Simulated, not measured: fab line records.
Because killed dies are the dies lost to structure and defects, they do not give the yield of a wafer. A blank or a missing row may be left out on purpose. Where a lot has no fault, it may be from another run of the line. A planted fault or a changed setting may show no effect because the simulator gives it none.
Which of the tools did it? || flow sfq line || 14 lots with 42 wafers sampled at 2 steps, on a route of 325 steps

WHAT THE GAUGES READ, wafer by wafer
SFQ_M1_OVL_MEAS_911.
{"lot": "L232", "measured": "day 17 04:12", "on": "overlay-02", "M1_OVL (nm)": "-15 -9 -14"}
{"lot": "L233", "measured": "day 17 15:00", "on": "overlay-01", "M1_OVL (nm)": "3 9 -1"}
{"lot": "L234", "measured": "day 18 00:36", "on": "overlay-01", "M1_OVL (nm)": "-1 1 9"}
{"lot": "L235", "measured": "day 18 06:35", "on": "overlay-02", "M1_OVL (nm)": "-2 -7 2"}
{"lot": "L236", "measured": "day 18 18:36", "on": "overlay-01", "M1_OVL (nm)": "1 6 5"}
{"lot": "L238", "measured": "day 20 03:00", "on": "overlay-01", "M1_OVL (nm)": "2 1 2"}
{"lot": "L239", "measured": "day 20 17:25", "on": "overlay-01", "M1_OVL (nm)": "-13 -8 -6"}
{"lot": "L242", "measured": "day 22 22:02", "on": "overlay-01", "M1_OVL (nm)": "7 1 2"}
{"lot": "L243", "measured": "day 23 07:38", "on": "overlay-01", "M1_OVL (nm)": "-3 -5 -3"}
{"lot": "L247", "measured": "day 24 08:40", "on": "overlay-01", "M1_OVL (nm)": "6 4 0"}
{"lot": "L249", "measured": "day 25 01:26", "on": "overlay-01", "M1_OVL (nm)": "1 1 -2"}
{"lot": "L253", "measured": "day 26 14:48", "on": "overlay-01", "M1_OVL (nm)": "-1 0 -4"}
{"lot": "L254", "measured": "day 27 02:48", "on": "overlay-02", "M1_OVL (nm)": "6 8 -1"}
{"lot": "L255", "measured": "day 27 11:12", "on": "overlay-02", "M1_OVL (nm)": "-2 -12 -2"}

WHICH TOOL RAN EACH LOT (tool, then ch and the chambers of the sampled wafers, then the start)
{"lot": "L232", "SFQ_TRILAYER_L0_BARC_OPEN_METAL_ETCH_010": "rie metal-01 ch 0,1, day 2 13:13"}
{"lot": "L233", "SFQ_TRILAYER_L0_BARC_OPEN_METAL_ETCH_010": "rie metal-03 ch 0, day 2 16:52"}
{"lot": "L234", "SFQ_TRILAYER_L0_BARC_OPEN_METAL_ETCH_010": "rie metal-04 ch 0,1, day 2 22:50"}
{"lot": "L235", "SFQ_TRILAYER_L0_BARC_OPEN_METAL_ETCH_010": "rie metal-01 ch 0,1, day 3 06:01"}
{"lot": "L236", "SFQ_TRILAYER_L0_BARC_OPEN_METAL_ETCH_010": "rie metal-01 ch 0,1, day 3 10:49"}
{"lot": "L238", "SFQ_TRILAYER_L0_BARC_OPEN_METAL_ETCH_010": "rie metal-03 ch 0,1, day 3 22:23"}
{"lot": "L239", "SFQ_TRILAYER_L0_BARC_OPEN_METAL_ETCH_010": "rie metal-03 ch 0,1, day 4 04:25"}
{"lot": "L242", "SFQ_TRILAYER_L0_BARC_OPEN_METAL_ETCH_010": "rie metal-03 ch 0,1, day 4 21:19"}
{"lot": "L243", "SFQ_TRILAYER_L0_BARC_OPEN_METAL_ETCH_010": "rie metal-01 ch 0,1, day 5 00:53"}
{"lot": "L247", "SFQ_TRILAYER_L0_BARC_OPEN_METAL_ETCH_010": "rie metal-01 ch 0, day 5 18:53"}
{"lot": "L249", "SFQ_TRILAYER_L0_BARC_OPEN_METAL_ETCH_010": "rie metal-04 ch 0,1, day 6 04:31"}
{"lot": "L253", "SFQ_TRILAYER_L0_BARC_OPEN_METAL_ETCH_010": "rie metal-04 ch 0, day 7 00:26"}
{"lot": "L254", "SFQ_TRILAYER_L0_BARC_OPEN_METAL_ETCH_010": "rie metal-01 ch 0,1, day 7 07:38"}
{"lot": "L255", "SFQ_TRILAYER_L0_BARC_OPEN_METAL_ETCH_010": "rie metal-03 ch 0,1, day 7 10:02"}
- SFQ_TRILAYER_L0_BARC_OPEN_METAL_ETCH_010: etches BARC in O2, target depth 125 nm, time 41.7 s.

WHAT THE TOOLS THEMSELVES READ (means of the sampled wafers that have a number; where no wafer has one, the mark that the record gives instead)
SFQ_TRILAYER_L0_BARC_OPEN_METAL_ETCH_010.
{"lot": "L232", "tool": "rie metal-01", "bias w (W)": 80.01, "drypump motor current A (A)": 5.5, "he backside leak sccm (sccm)": 3.34, "oes product au (a.u.)": 0.683, "run length s (s)": 69.5}
{"lot": "L233", "tool": "rie metal-03", "bias w (W)": 80.37, "drypump motor current A (A)": 4.7, "he backside leak sccm (sccm)": 3.67, "oes product au (a.u.)": 0.686, "run length s (s)": 69.5}
{"lot": "L234", "tool": "rie metal-04", "bias w (W)": 79.97, "drypump motor current A (A)": 5.3, "he backside leak sccm (sccm)": 3.72, "oes product au (a.u.)": 0.685, "run length s (s)": 70.0}
{"lot": "L235", "tool": "rie metal-01", "bias w (W)": 79.99, "drypump motor current A (A)": 5.3, "he backside leak sccm (sccm)": 3.24, "oes product au (a.u.)": 0.682, "run length s (s)": 69.5}
{"lot": "L236", "tool": "rie metal-01", "bias w (W)": 80.04, "drypump motor current A (A)": 5.5, "he backside leak sccm (sccm)": 3.30, "oes product au (a.u.)": 0.684, "run length s (s)": 69.5}
{"lot": "L238", "tool": "rie metal-03", "bias w (W)": 80.02, "drypump motor current A (A)": 5.4, "he backside leak sccm (sccm)": 3.48, "oes product au (a.u.)": 0.684, "run length s (s)": 69.5}
{"lot": "L239", "tool": "rie metal-03", "bias w (W)": 80.08, "drypump motor current A (A)": 5.4, "he backside leak sccm (sccm)": 3.60, "oes product au (a.u.)": 0.652, "run length s (s)": 74.0}
{"lot": "L242", "tool": "rie metal-03", "bias w (W)": 80.16, "drypump motor current A (A)": 5.1, "he backside leak sccm (sccm)": 3.66, "oes product au (a.u.)": 0.652, "run length s (s)": 74.3}
{"lot": "L243", "tool": "rie metal-01", "bias w (W)": 80.00, "drypump motor current A (A)": 5.5, "he backside leak sccm (sccm)": 3.51, "oes product au (a.u.)": 0.684, "run length s (s)": 69.8}
{"lot": "L247", "tool": "rie metal-01", "bias w (W)": 79.97, "drypump motor current A (A)": 5.2, "he backside leak sccm (sccm)": 3.72, "oes product au (a.u.)": 0.686, "run length s (s)": 69.7}
{"lot": "L249", "tool": "rie metal-04", "bias w (W)": 79.98, "drypump motor current A (A)": 5.3, "he backside leak sccm (sccm)": 3.59, "oes product au (a.u.)": 0.685, "run length s (s)": 70.0}
{"lot": "L253", "tool": "rie metal-04", "bias w (W)": 79.87, "drypump motor current A (A)": 5.0, "he backside leak sccm (sccm)": 3.44, "oes product au (a.u.)": 0.686, "run length s (s)": 69.3}
{"lot": "L254", "tool": "rie metal-01", "bias w (W)": 79.68, "drypump motor current A (A)": 5.3, "he backside leak sccm (sccm)": 3.43, "oes product au (a.u.)": 0.682, "run length s (s)": 72.5}
{"lot": "L255", "tool": "rie metal-03", "bias w (W)": 80.01, "drypump motor current A (A)": 5.1, "he backside leak sccm (sccm)": 3.46, "oes product au (a.u.)": 0.682, "run length s (s)": 69.5}

THE ANSWER, worked out from the rows above alone
Rule: what is usual is taken from the lots themselves. Put in order of their means at a reading, lots are off if they are a third of the lots or fewer, leave a main group of 4 or more, and stand apart from it by a gap of 3 or more times the standard deviation of the main group's means; of several such gaps the widest counts. If all means in a main group match to the digits the tables above print for the reading, that group is not used. Also off: a lot with no number at a reading for which 4 or more lots have one. All remaining lots with rows at the step are treated as sound. First the gauges in route order, then the tools' own readings, where a lot's mean is used as printed above. At the first step where some lot is off, the reading lying furthest off is the one used; lots without a number count as furthest.
Off at SFQ_TRILAYER_L0_BARC_OPEN_METAL_ETCH_010 (oes product au): L239, L242. For the main group the mean is 0.684 a.u. and the standard deviation 0.0015.
If a tool, at that step or one of the process steps before it, ran each lot that is off and ran no sound lot following the first of them, it fits. No candidate that was tried fits.

WHAT THE SIMULATOR HAD PUT IN
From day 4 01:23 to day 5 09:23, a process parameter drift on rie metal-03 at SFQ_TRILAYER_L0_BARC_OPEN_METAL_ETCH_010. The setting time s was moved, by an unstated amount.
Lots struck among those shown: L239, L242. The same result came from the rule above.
